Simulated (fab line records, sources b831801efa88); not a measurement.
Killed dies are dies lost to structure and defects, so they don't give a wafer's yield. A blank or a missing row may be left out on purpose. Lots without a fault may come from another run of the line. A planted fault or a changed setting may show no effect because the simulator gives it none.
Chamber matching | flow gf180mcu | GF_V4_CVD_02 on pecvd-04: 3 sister chambers
The step deposits SiO2 from TEOS, target thk 850 nm, time 94.851 s. 3 wafers are shown with their chamber, then 7 later ones without.

WAFERS WITH THEIR CHAMBER
wafer  | chamber | heater_power_w (W)
L773.6 | 1       | 767
L774.1 | 2       | 721
L774.2 | 0       | 723

WAFERS WITHOUT THEIR CHAMBER
wafer  | heater_power_w (W)
L774.4 | 655
L782.1 | 807
L782.3 | 835
L782.6 | 724
L784.1 | 778
L784.2 | 756
L784.3 | 822

WHICH CHAMBER EACH WENT THROUGH
wafer  | from the rows above          | in truth
L774.4 | can't be placed: 2 or 0 or 1 | 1
L782.1 | can't be placed: 1 or 0 or 2 | 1
L782.3 | can't be placed: 1 or 0 or 2 | 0
L782.6 | can't be placed: 0 or 2 or 1 | 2
L784.1 | can't be placed: 1 or 0 or 2 | 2
L784.2 | can't be placed: 1 or 0 or 2 | 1
L784.3 | can't be placed: 1 or 0 or 2 | 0
Placed correctly: 0 of 7. Can't be placed from these rows: 7 (the true chamber is among the candidates in 7). Placed wrongly: 0.
How it was worked out, from the rows above alone: a wafer's distance from a chamber is the root of the sum, over the readings, of the square of ((its reading less the chamber's mean) divided by the reading's scatter). The wafer belongs to the nearest chamber; if the next one is less than 2 further off, it can't be placed. A chamber's mean is the mean of its shown wafers. The scatter: with one shown wafer a chamber, the root of the mean of the squares of how far each hidden wafer lies from its nearest shown one.
